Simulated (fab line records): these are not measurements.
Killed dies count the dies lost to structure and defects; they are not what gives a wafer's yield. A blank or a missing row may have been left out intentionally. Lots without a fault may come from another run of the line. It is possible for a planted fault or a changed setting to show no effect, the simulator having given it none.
8D (eight disciplines) problem report, filled in by code ; flow sky130 ; the parts of the form that need people (team, actions taken, sign-off) are left out

== 1. WHAT WENT WRONG ==
runLengthS at SKY_VIA2_SOFTBAKE_08 reads a mean of 67.0 s on 9 wafers of 3 lots; wafers without a fault read 119.1 s with a standard deviation of 0.32. That is -99 or more standard deviations from the usual mean.
The step: time 90 s.
First seen on wafer L452.2, day 39 23:00, on lithoTrack-04. Wafers with a number at this step in the record: 39, from 13 lots. The rule behind "out" and "out of limits": a value lying over 4 standard deviations away from the usual mean. Any other wafer with a number is counted as sound.

== 2. WHAT IT IS, AND WHAT IT ISN'T ==
question;is;is not
which readings at this step;runLengthS, heaterPowerTotalW;-
which lots;L452, L454, L458;L445, L446, L448, L450, L451, L455, L460, L462, L464, L465
which wafers of those lots;all that have a number;-
read on which tools;lithoTrack-04;lithoTrack-01, lithoTrack-02
when;from day 39 23:00;"up to then (15 sound wafers); but 15 sound wafers of L455, L460, L462, L464, L465 came after"

== 3. THE SUSPECTS, EACH WITH WHAT RULES IT OUT ==
Counting: any tool at a process step up to the reading is kept as a suspect provided that every lot that is out went through it and no sound lot did after the first of them.
- lithoTrack-04 at SKY_VIA2_SOFTBAKE_08 (time 90 s): kept. Every lot that is out went through it, starting with L452 (day 39 23:00), and after that it ran no sound lot; the last sound lot it ran before then is L451 (day 39 20:00). Out on those wafers are its own readings of heaterPowerTotalW, runLengthS.
Remaining after the count: lithoTrack-04 at SKY_VIA2_SOFTBAKE_08.

== 4. THE CAUSE (what the simulator had put in) ==
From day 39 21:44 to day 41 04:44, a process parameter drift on lithoTrack-04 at SKY_VIA2_SOFTBAKE_08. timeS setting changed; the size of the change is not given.
This tool alone remained once counting was done.

== 5. THE CHAIN OF EFFECTS, in route order ==
Rows list readings where the struck wafers' mean (over those with a number) sits beyond 3 standard deviations from the usual. Readings are gone through only where the record gives a usual standard deviation; hours: the median, over the lots, of the time from a lot's start at the first step in this table giving one to that lot's start at this step; sigmas: the change measured in usual standard deviations.
hours;step;reading;usual;on struck wafers;change;sigmas
0;SKY_VIA2_SOFTBAKE_08;heaterPowerTotalW;57.36 W;76.16;+18.80;+99 or more
0;SKY_VIA2_SOFTBAKE_08;runLengthS;119.1 s;67.0;-52.1;-99 or more
Its process steps:
- SKY_VIA2_SOFTBAKE_08: time 90 s.

== 6. HOW IT WOULD HAVE BEEN CAUGHT EARLIER ==
In this record the first reading out of limits was taken at day 39 23:00, 1 hour after the fault began at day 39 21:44.
